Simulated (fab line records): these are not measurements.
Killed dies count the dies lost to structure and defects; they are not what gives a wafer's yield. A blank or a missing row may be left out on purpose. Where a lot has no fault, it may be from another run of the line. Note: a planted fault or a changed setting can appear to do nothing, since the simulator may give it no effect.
What tool caused it? + flow sky130 + 6 lots (18 wafers sampled), 1 step of a 708-step route

## WHAT EACH GAUGE READ, for each wafer
SKY_RES_PROTECT_TW_MEAS_08.
| lot  | measured     | on           | POLY_GATE_TW   |
|------|--------------|--------------|----------------|
| L599 | day 16 09:46 | filmMetro-01 | 4094 4101 4098 |
| L601 | day 17 10:34 | filmMetro-04 | 4063 4059 4073 |
| L603 | day 18 09:08 | filmMetro-02 | 4050 4060 4043 |
| L607 | day 19 16:01 | filmMetro-01 | 4061 4070 4083 |
| L614 | day 22 07:20 | filmMetro-01 | 4070 4084 4087 |
| L618 | day 23 20:24 | filmMetro-01 | 4081 4063 4086 |

## TOOL THAT RAN EACH LOT (tool first, then ch and the chambers of the sampled wafers, then the start)
The record shows no process step preceding these readings.

## THE ANSWER, worked out from the rows above alone
Rule: the lots themselves supply what counts as usual. Put in order of their means at a reading, lots are off if they are a third of the lots or fewer, leave a main group of 4 or more, and stand apart from it by a gap of 3 or more times the standard deviation of the main group's means; of several such gaps the widest counts. The tables above print the reading to a certain number of digits; a main group whose means all agree to those digits is not used. A lot without any number at a reading at which 4 lots or more have one is off too. Any other lot the step has rows for is counted as sound.
None of the lots is off at any reading shown; this tells nothing.

## WHAT THE SIMULATOR HAD PUT IN
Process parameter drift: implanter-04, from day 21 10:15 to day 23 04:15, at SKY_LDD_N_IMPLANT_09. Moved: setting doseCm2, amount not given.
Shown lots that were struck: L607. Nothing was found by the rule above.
